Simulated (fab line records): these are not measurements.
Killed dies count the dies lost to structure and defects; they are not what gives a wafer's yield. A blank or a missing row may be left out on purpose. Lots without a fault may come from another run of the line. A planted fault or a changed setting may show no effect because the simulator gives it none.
One fault seen from 2 desks + flow sky130 + each desk holds nothing but its own numbers, with what lay behind them at the end

## AT THE METROLOGY DESK
What the gauges read, lot by lot, whatever tool the lot ran on: means of the sampled wafers that have a number. The brackets show how far a lot's mean lies from the usual mean; more than 4 standard deviations puts the lot out of limits, marked OUT.
Columns: A = METAL1_ALCU_THK at SKY_METAL1_THK_MEAS_06, usual 247.5 nm; B = cd nm at SKY_VIA1_CD_MEAS_12, usual 149.8 nm; C = VIA1_OVL at SKY_VIA1_OVL_MEAS_13, usual -2 nm; D = VIA1_W_THK at SKY_VIA1_THK_MEAS_23, usual 278 nm
| lot  | first seen here | A     | B     | C   | D   |
|------|-----------------|-------|-------|-----|-----|
| L726 | day 33 08:39    | 246.4 | 150.3 | -4  | 268 |
| L727 | day 33 15:08    | 243.8 | 146.8 | 4   | 275 |
| L728 | day 33 18:33    | 249.2 | 147.7 | -1  | 277 |
| L729 | day 34 19:10    | 249.4 | 149.5 | -5  | 281 |
| L730 | day 34 22:35    | 249.9 | 150.3 | -8  | 283 |
| L733 | day 35 19:54    | 246.6 | 150.0 | -1  | 285 |
| L734 | day 36 02:16    | 250.6 | 149.7 | 3   | 280 |
| L735 | day 36 04:37    | 248.8 | 148.2 | -12 | 273 |
| L737 | day 37 01:40    | 248.4 | 150.4 | 0   | 276 |
| L742 | day 38 08:33    | 246.4 | 148.1 | -5  | 276 |
| L744 | day 38 17:15    | 250.9 | 150.5 | 2   | 280 |
| L747 | day 39 17:03    | 246.0 | 150.5 | -6  | 277 |
| L748 | day 39 21:20    | 243.3 | 149.4 | -2  | 284 |
| L749 | day 40 03:11    | 247.9 | 149.7 | -3  | 272 |
This desk found nothing out of limits on any of the 14 lots.

## TOOL OWNER'S DESK, krf scanner-01
The tool's own readings at SKY_VIA1_EXPOSE_09 (exposes mask VIM, target cd 150 nm): means of the sampled wafers that have a number, for each lot that ran on this tool. The brackets show how far a lot's mean lies from the usual mean; more than 4 standard deviations puts the lot out of limits, marked OUT.
Columns: A = reticle temp C at SKY_VIA1_EXPOSE_09, usual 23.01 C
| lot  | first seen here | A     |
|------|-----------------|-------|
| L727 | day 35 08:43    | 22.97 |
| L728 | day 35 11:15    | 23.05 |
| L729 | day 36 12:07    | 23.14 |
| L733 | day 37 12:28    | 23.01 |
| L735 | day 37 23:17    | 22.98 |
| L737 | day 38 18:52    | 22.92 |
This desk found nothing out of limits on any of the 6 lots.

## BROUGHT TOGETHER
At the metrology desk, nothing out of limits was observed.
The tool owner's desk saw nothing out of limits.

## WHAT THE SIMULATOR HAD INSERTED
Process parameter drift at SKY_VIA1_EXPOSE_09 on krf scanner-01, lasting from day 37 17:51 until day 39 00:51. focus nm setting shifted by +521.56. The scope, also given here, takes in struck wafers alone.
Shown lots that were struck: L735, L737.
